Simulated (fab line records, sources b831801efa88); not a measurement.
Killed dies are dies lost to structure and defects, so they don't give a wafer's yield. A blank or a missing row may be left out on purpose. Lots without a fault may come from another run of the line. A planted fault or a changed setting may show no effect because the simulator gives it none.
fab line records | flow sfq_line
record lots=6 wafers=18 last_day=92
route steps=325 shown M2@98 I2@103
lots that met no fault: from a run of the same line without faults
start_h: hours from the record's first day to the start of the lot's first wafer shown | wait_h: hours since the lot's step before | " the same as in the row above | L1.1+2: a row that stands for several wafers | - no value, or no start given | * or withheld: withheld | < > ~ a bound
route shown NAME@n: a module of which the file shows steps, and the number in the route of the first | usual: mean/standard deviation of fault-free wafers | same: alike in all rows | chamber/n: place in a boat | sites: the reading at each site | _std_site: their standard deviation | _edge_site: outer sites' mean less inner sites' | radius_mm: how far each site lies from the wafer's centre | mask NAME#n: copy n | behind: the tool/chamber that last shaped the wafer | hold: why the lot was held/for how many hours/how that ended | device: the transistor (n, p or np) that didn't switch | end of line: the same wafers' tests at the end of the route | a step without rows: its recipe alone | killed: dies lost to structure and defects at the first sort, not the wafer's yield | map: a wafer's dies, x killed, . not, _ none there
set.NAME: the setting as run; set.NAME@STEP: as run at that earlier step | model.NAME: the simulator's own value behind a step, which no gauge read
lots at some steps of the route; a table a step, a row a wafer
services: from which hour (start_h, from the record's first day; less than 0 if before it) a tool's chamber was out of use, for how many hours, and why
## steps
# step SFQ_M2_OVL_MEAS_916
# usual M2_OVL=4/4.7
# columns lot.wafer tool chamber start_h wait_h M2_OVL[nm]
L953.1 overlay-01 - 639.88 0.1 4
L953.5 " - " " 5
L953.6 " - " " -2
L954.1 overlay-01 - 659.60 0.1 -4
L954.2 " - " " -4
L954.3 " - " " -5
L961.1 overlay-02 - 750.80 0.1 2
L961.4 " - " " 6
L961.6 " - " " 2
L965.1 overlay-02 - 775.99 0.1 8
L965.3 " - " " 3
L965.4 " - " " 7
L970.3 overlay-01 - 796.79 0.1 11
L970.4 " - " " 8
L970.5 " - " " 8
L971.3 overlay-02 - 800.19 0.1 7
L971.4 " - " " 1
L971.5 " - " " 0
# step SFQ_TRILAYER_M2_BARC_OPEN_METAL_ETCH_077
# recipe mask_material=PR chemistry=O2 target_depth_nm=125 target=BARC icp_w=600 bias_w=80 pressure_mtorr=10 time_s=41.7
# usual chamber_pressure_mTorr=10.000/0.009 drypump_motor_current_A=5.38/0.26 oes_product_au=0.685/0.0042
# columns lot.wafer tool chamber start_h wait_h chamber_pressure_mTorr drypump_motor_current_A oes_product_au rf_hours_counter_h
L953.1 rie_metal-01 1 639.92 0.0 9.994 5.38 0.684 133
L953.5 " 0 " " 10.020 5.78 0.685 -
L953.6 " 1 " " 10.004 5.39 0.683 -
L954.1 rie_metal-04 1 659.63 0.0 9.987 5.32 0.686 41
L954.2 " 0 " " 9.998 5.06 0.692 90
L954.3 " 0 " " 10.009 5.03 0.691 -
L961.1 rie_metal-03 1 750.83 0.0 9.992 5.53 0.694 42
L961.4 " 0 " " 10.012 5.24 0.690 -
L961.6 " 0 " " 10.003 5.24 0.687 -
L965.1 rie_metal-04 0 776.02 0.0 9.988 5.04 0.684 110
L965.3 " 0 " " 9.995 5.03 0.682 -
L965.4 " 1 " " 10.009 5.26 0.679 -
L970.3 rie_metal-04 1 796.83 0.0 9.999 5.34 0.690 -
L970.4 " 0 " " 9.998 5.05 0.688 -
L970.5 " 1 " " 9.990 5.31 0.686 -
L971.3 rie_metal-03 0 800.23 0.0 10.000 5.23 0.684 -
L971.4 " 1 " " 10.008 5.52 0.686 -
L971.5 " 1 " " 9.998 5.52 0.685 -
# step SFQ_TRILAYER_M2_ETCH_METAL_ETCH_060
# recipe target=Nb stop_on=SiO2 mask_material=PR chemistry=Cl2/Ar target_depth_nm=240 icp_w=600 bias_w=80 pressure_mtorr=10 time_s=120
# usual chamber_pressure_mTorr=9.999/0.0092 drypump_motor_current_A=5.38/0.26 oes_product_au=0.891/0.0067
# columns lot.wafer tool chamber start_h wait_h chamber_pressure_mTorr drypump_motor_current_A oes_product_au rf_hours_counter_h
L953.1 rie_metal-01 1 639.98 0.0 9.990 5.36 0.891 133
L953.5 " 0 " " 10.009 5.83 0.893 -
L953.6 " 1 " " 10.015 5.36 0.892 -
L954.1 rie_metal-04 1 659.69 0.0 10.006 5.31 0.892 41
L954.2 " 0 " " 10.008 5.06 0.888 90
L954.3 " 0 " " 9.985 5.05 0.902 -
L961.1 rie_metal-03 1 750.89 0.0 9.990 5.50 0.893 42
L961.4 " 0 " " 9.989 5.24 0.886 -
L961.6 " 0 " " 10.001 5.26 0.895 -
L965.1 rie_metal-04 0 776.08 0.0 10.015 5.07 0.885 110
L965.3 " 0 " " 9.995 5.07 0.884 -
L965.4 " 1 " " 9.998 5.32 0.893 -
L970.3 rie_metal-04 1 796.91 0.1 10.003 5.33 0.887 -
L970.4 " 0 " " 9.997 5.03 0.894 -
L970.5 " 1 " " 10.005 5.30 0.902 -
L971.3 rie_metal-03 0 800.31 0.1 10.007 5.24 0.901 -
L971.4 " 1 " " 9.988 5.50 0.897 -
L971.5 " 1 " " 10.002 5.51 0.901 -
# step SFQ_TRILAYER_M2_STRIP_STRIP_061
# recipe gas=O2 power_w=200 platen_temp_c=40 overash_fraction=0.65 chemistry=O2 pressure_mtorr=50
# usual chamber_pressure_mTorr=49.99/0.05 drypump_motor_current_A=5.38/0.26 oes_product_au=1.000/0.015
# columns lot.wafer tool chamber start_h wait_h chamber_pressure_mTorr drypump_motor_current_A oes_product_au rf_hours_counter_h
L953.1 rie_metal-01 1 640.11 0.1 50.01 5.39 1.009 133
L953.5 " 0 " " 49.96 5.81 0.968 -
L953.6 " 1 " " 50.00 5.38 1.008 -
L954.1 rie_metal-04 1 659.82 0.1 49.93 5.30 0.996 41
L954.2 " 0 " " 49.96 5.06 1.016 90
L954.3 " 0 " " 50.01 5.04 1.012 -
L961.1 rie_metal-03 1 751.02 0.1 49.99 5.51 1.015 42
L961.4 " 0 " " 49.91 5.25 1.005 -
L961.6 " 0 " " 50.00 5.25 0.996 -
L965.1 rie_metal-04 0 776.21 0.1 50.07 5.05 1.017 110
L965.3 " 0 " " 50.04 5.06 1.024 -
L965.4 " 1 " " 49.98 5.31 1.004 -
L970.3 rie_metal-04 1 797.20 0.2 49.95 5.29 0.989 -
L970.4 " 0 " " 50.02 5.04 1.012 -
L970.5 " 1 " " 49.96 5.32 0.996 -
L971.3 rie_metal-03 0 800.60 0.2 50.01 5.26 1.014 -
L971.4 " 1 " " 50.02 5.51 1.011 -
L971.5 " 1 " " 49.92 5.52 1.025 -
# step SFQ_TRILAYER_M2_STRIP_SOLV_CLEAN_062
# recipe chemistry=NMP temp_c=70 time_s=600
# step SFQ_TRILAYER_I2_DEP_PECVD_063
# recipe material=SiO2 temp_c=150 time_s=111.11 pressure_torr=2.4 rf_w=183.3 precursor=SiH4/N2O target_thk_nm=500
# step SFQ_TRILAYER_I2_CMP_CMP_064
# recipe material=SiO2 down_force_psi=3 platen_rpm=60 pad_velocity_m_s=0.94248
# usual motor_current_A=9.7/0.6 time_to_endpoint_s=218/8.2
# columns lot.wafer tool chamber start_h wait_h motor_current_A time_to_endpoint_s
L953.1 cmp-02 1 641.13 0.0 10.2 220
L953.5 " 1 643.13 2.0 10.1 232
L953.6 " 2 " " 9.8 249
L954.2 cmp-02 3 661.54 0.9 9.2 214
L954.1 " 0 " " 10.7 224
L954.3 " 2 663.04 2.4 9.6 216
L961.4 cmp-02 2 752.87 1.0 9.6 220
L961.1 " 1 754.37 2.5 10.3 212
L961.6 " 2 " " 10.1 212
L965.4 cmp-01 2 783.84 6.8 9.2 229
L965.3 " 0 784.84 7.8 8.9 227
L965.1 " 1 " " 9.2 215
L970.4 cmp-01 3 824.35 26.5 10.4 216
L970.3 " 2 825.85 28.0 9.4 224
L970.5 " 0 826.85 29.0 8.7 227
L971.3 cmp-02 2 834.71 33.5 9.3 220
L971.4 " 3 " " 9.5 222
L971.5 " 2 836.71 35.5 9.6 234
# step SFQ_I2_BOW_MEAS_917
# recipe mode=bow
# usual I2_BOW=0/8.7
# columns lot.wafer tool chamber start_h wait_h I2_BOW[um]
L953.1 film_metro-03 - 644.13 2.5 -2
L953.5 " - " " -3
L953.6 " - " " 9
L954.1 film_metro-02 - 664.54 2.0 -2
L954.2 " - " " -2
L954.3 " - " " 9
L961.1 film_metro-04 - 755.87 1.0 2
L961.4 " - " " 4
L961.6 " - " " 12
L965.1 film_metro-03 - 786.84 1.0 1
L965.3 " - " " 8
L965.4 " - " " 1
L970.3 film_metro-03 - 827.39 1.0 13
L970.4 " - " " 2
L970.5 " - " " 7
L971.3 film_metro-03 - 837.75 2.5 -3
L971.4 " - " " 0
L971.5 " - " " -1
# step SFQ_TRILAYER_I2_METRO_MEASURE_065
# step SFQ_TRILAYER_I2_VIA_LITHO_COAT_072
# recipe resist=BARC spin_rpm=3000 resist_thk_nm=62
# step SFQ_TRILAYER_I2_VIA_LITHO_COAT_067
# recipe resist=KrF spin_rpm=3000 resist_thk_nm=650
# step SFQ_TRILAYER_I2_VIA_LITHO_SOFTBAKE_071
# recipe temp_c=withheld time_s=withheld resist=KrF
# step SFQ_TRILAYER_I2_VIA_LITHO_EXPOSE_068
# recipe mask_id=I2 na=0.6 source_shape=conventional sigma_outer=0.65 target_cd_nm=500 dose_mj=21.3
# usual exposure_dose_mJ_cm2=21.302/0.02 focus_offset_nm=0.1/0.57
# same sigma_outer=0.65
# columns lot.wafer tool chamber start_h wait_h mask exposure_dose_mJ_cm2 focus_offset_nm
L953.1 krf_scanner-02 0 646.77 - I2#0 21.308 -0.1
L953.5 " 0 " " I2#0 21.328 0.6
L953.6 " 0 " " I2#0 21.281 0.5
L954.1 krf_scanner-02 0 779.67 - I2#0 21.304 0.1
L954.2 " 0 " " I2#0 21.293 1.0
L954.3 " 0 " " I2#0 21.308 0.0
L961.1 krf_scanner-02 0 888.31 - I2#0 20.626 1.2
L961.4 " 0 " " I2#0 20.603 0.5
L961.6 " 0 " " I2#0 20.621 1.1
L965.1 krf_scanner-01 0 913.90 - I2#0 21.327 -0.4
L965.3 " 0 " " I2#0 21.299 0.2
L965.4 " 0 " " I2#0 21.338 0.6
L970.3 krf_scanner-02 0 954.49 - I2#0 20.622 0.6
L970.4 " 0 " " I2#0 20.600 0.8
L970.5 " 0 " " I2#0 20.632 0.9
L971.3 krf_scanner-01 0 967.81 - I2#0 21.327 0.7
L971.4 " 0 " " I2#0 21.322 -0.1
L971.5 " 0 " " I2#0 21.317 -0.2
# step SFQ_TRILAYER_I2_VIA_LITHO_PEB_070
# recipe peb_temp_c=115 peb_time_s=60 resist=KrF
# step SFQ_TRILAYER_I2_VIA_LITHO_DEVELOP_069
# recipe time_s=60 resist=KrF
# step SFQ_I2_OVL_MEAS_918
# usual I2_OVL=-1/6.7
# columns lot.wafer tool chamber start_h wait_h I2_OVL[nm]
L953.1 overlay-02 - 648.27 0.1 -13
L953.5 " - " " -10
L953.6 " - " " -7
L954.1 overlay-01 - 781.17 0.1 0
L954.2 " - " " -8
L954.3 " - " " 2
L961.1 overlay-02 - 889.81 0.1 -7
L961.4 " - " " 3
L961.6 " - " " 4
L965.1 overlay-02 - 915.40 0.1 5
L965.3 " - " " 1
L965.4 " - " " 5
L970.3 overlay-02 - 955.60 0.1 3
L970.4 " - " " -9
L970.5 " - " " 4
L971.3 overlay-01 - 968.92 0.1 1
L971.4 " - " " 5
L971.5 " - " " -1
# step SFQ_TRILAYER_I2_VIA_BARC_OPEN_VIA_ETCH_096
# recipe mask_material=PR chemistry=O2 target_depth_nm=125 target=BARC source_w=500 bias_w=80 pressure_mtorr=30 time_s=41.7
# usual chamber_pressure_mTorr=30.00/0.045 drypump_motor_current_A=6.0/0.59 oes_product_au=0.685/0.0051
# columns lot.wafer tool chamber start_h wait_h chamber_pressure_mTorr drypump_motor_current_A oes_product_au rf_hours_counter_h model.I2.cd_nm
L953.1 rie_diel-03 0 648.30 0.0 29.97 6.4 0.691 14 500.9
L953.5 " 0 " " 30.02 6.4 0.682 - 500.1
L953.6 " 3 " " 30.01 6.7 0.685 - 503.4
L954.1 rie_diel-01 3 781.21 0.0 30.04 6.4 0.689 8 497.8
L954.2 " 0 " " 29.99 6.0 0.679 32 494.9
L954.3 " 1 " " 30.04 6.7 0.695 14 498.3
L961.1 rie_diel-02 1 889.84 0.0 30.03 5.8 0.684 17 494.2
L961.4 " 3 " " 30.00 5.6 0.688 9 495.2
L961.6 " 1 " " 30.01 5.7 0.690 - 493.6
L965.1 rie_diel-01 3 915.44 0.0 30.01 6.4 0.681 11 500.2
L965.3 " 1 " " 29.97 6.7 0.678 17 499.5
L965.4 " 2 " " 30.00 5.0 0.689 1 499.5
L970.3 rie_diel-02 1 955.62 0.0 30.00 5.8 0.677 19 496.2
L970.4 " 2 " " 30.01 6.7 0.684 7 496.1
L970.5 " 1 " " 29.99 5.8 0.682 - 495.9
L971.3 rie_diel-02 1 968.95 0.0 29.99 5.7 0.681 19 502.5
L971.4 " 3 " " 30.00 5.6 0.681 11 502.2
L971.5 " 1 " " 29.97 5.8 0.687 - 501
# step SFQ_TRILAYER_I2_VIA_ETCH_VIA_ETCH_070
# recipe target=SiO2 stop_on=Nb mask_material=PR taper_deg=20 chemistry=CHF3 target_depth_nm=260 source_w=500 bias_w=80 pressure_mtorr=30 time_s=withheld
# usual chamber_pressure_mTorr=30.00/0.03 drypump_motor_current_A=6.0/0.59 oes_product_au=0.856/0.0057
# columns lot.wafer tool chamber start_h wait_h chamber_pressure_mTorr drypump_motor_current_A oes_product_au model.I2.cd_nm
L953.1 rie_diel-03 0 648.34 0.0 30.04 6.3 0.856 498.6
L953.5 " 0 " " 29.99 6.4 0.857 497.7
L953.6 " 3 " " 29.97 6.7 0.860 506.1
L954.1 rie_diel-01 3 781.25 0.0 29.99 6.4 0.859 495.8
L954.2 " 0 " " 29.99 6.0 0.854 492.9
L954.3 " 1 " " 29.98 6.7 0.852 498
L961.1 rie_diel-02 1 889.88 0.0 30.00 5.8 0.849 494.9
L961.4 " 3 " " 29.95 5.6 0.863 495.7
L961.6 " 1 " " 29.99 5.8 0.851 494.4
L965.1 rie_diel-01 3 915.48 0.0 30.03 6.4 0.854 500
L965.3 " 1 " " 30.01 6.7 0.862 498.1
L965.4 " 2 " " 30.07 5.0 0.859 500.8
L970.3 rie_diel-02 1 955.66 0.0 30.02 5.8 0.850 498.1
L970.4 " 2 " " 30.02 6.7 0.854 497.9
L970.5 " 1 " " 29.94 5.7 0.854 497.1
L971.3 rie_diel-02 1 968.99 0.0 30.00 5.8 0.853 503.1
L971.4 " 3 " " 29.99 5.6 0.857 502
L971.5 " 1 " " 29.99 5.8 0.873 501.5
# step SFQ_TRILAYER_I2_VIA_STRIP_STRIP_071
# recipe gas=O2 power_w=200 platen_temp_c=40 overash_fraction=0.65 chemistry=O2 pressure_mtorr=50
# usual chamber_pressure_mTorr=50.00/0.046 drypump_motor_current_A=5.3/0.32 oes_product_au=1.001/0.013
# columns lot.wafer tool chamber start_h wait_h chamber_pressure_mTorr drypump_motor_current_A oes_product_au rf_hours_counter_h
L953.1 rie_metal-04 1 648.45 - 50.07 5.3 1.006 39
L953.5 " 0 " " 49.92 5.1 1.007 -
L953.6 " 1 " " 49.99 5.3 0.996 -
L954.1 rie_metal-02 1 781.36 - 50.03 4.7 1.010 67
L954.2 " 0 " " 50.05 5.7 0.986 62
L954.3 " 1 " " 50.02 4.7 1.015 -
L961.1 rie_metal-01 0 889.99 - 50.03 5.8 0.995 4
L961.4 " 1 " " 49.94 5.4 1.018 -
L961.6 " 0 " " 49.96 5.8 0.989 -
L965.1 rie_metal-01 1 915.59 - 50.04 5.4 1.018 30
L965.3 " 0 " " 50.03 5.8 1.005 -
L965.4 " 1 " " 49.97 5.4 1.020 -
L970.3 rie_metal-04 0 955.98 - 50.00 5.1 1.016 -
L970.4 " 1 " " 50.03 5.3 0.987 -
L970.5 " 0 " " 50.03 5.0 1.008 -
L971.3 rie_metal-01 0 969.30 - 49.93 5.8 0.976 -
L971.4 " 1 " " 50.02 5.4 1.007 -
L971.5 " 1 " " 50.00 5.4 1.003 -
## services
# columns tool chamber start_h hours kind
rie_diel-01 - 617.72 1.0 repair
rie_metal-03 - 618.14 17.3 repair
krf_scanner-02 - 626.64 1.0 pm
rie_metal-03 1 637.90 2.3 repair
rie_diel-02 1 640.05 13.9 repair
krf_scanner-02 - 644.14 1.4 repair
cmp-02 - 645.24 5.6 pm
rie_metal-01 - 650.00 2.8 pm
rie_metal-03 - 672.02 1.2 repair
rie_diel-02 0 705.09 30.5 repair
rie_metal-03 - 709.81 5.5 repair
rie_diel-02 - 722.66 0.2 repair
cmp-02 - 723.81 0.9 repair
rie_diel-02 2 732.16 2.9 repair
rie_metal-03 - 734.99 0.1 repair
rie_metal-04 1 735.32 6.8 repair
cmp-02 - 737.72 2.9 repair
rie_diel-02 1 768.71 4.1 repair
rie_metal-03 - 838.47 2.6 repair
rie_metal-03 - 845.22 1.0 repair
rie_metal-03 - 869.41 1.4 pm
rie_diel-02 2 872.78 13.6 repair
rie_metal-04 0 943.20 3.1 repair
rie_metal-04 0 961.39 12.6 repair
## key
first_sign step=SFQ_TRILAYER_I2_VIA_LITHO_EXPOSE_068 reading=exposure_dose_mJ_cm2 direction=down sigmas=34 usual=21.302 struck=20.617
effect none on later readings
model_effect step=SFQ_TRILAYER_I2_VIA_BARC_OPEN_VIA_ETCH_096 value=I2.cd_nm without=500.5 struck=495.2
model_effect step=SFQ_TRILAYER_I2_VIA_ETCH_VIA_ETCH_070 value=I2.cd_nm without=501.7 struck=496.4
met_at SFQ_TRILAYER_I2_VIA_LITHO_EXPOSE_068
struck_wafers L961.1,L961.4,L961.6,L970.3,L970.4,L970.5
onset_between 779.67 888.31
fault kind=process_parameter_drift tool=krf_scanner-02 chamber=- onset_h=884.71 steps=SFQ_TRILAYER_I2_VIA_LITHO_EXPOSE_068 channel=dose_mj offset=-0.68807 shape=step acts_in=these_recipes_only stated=21.3
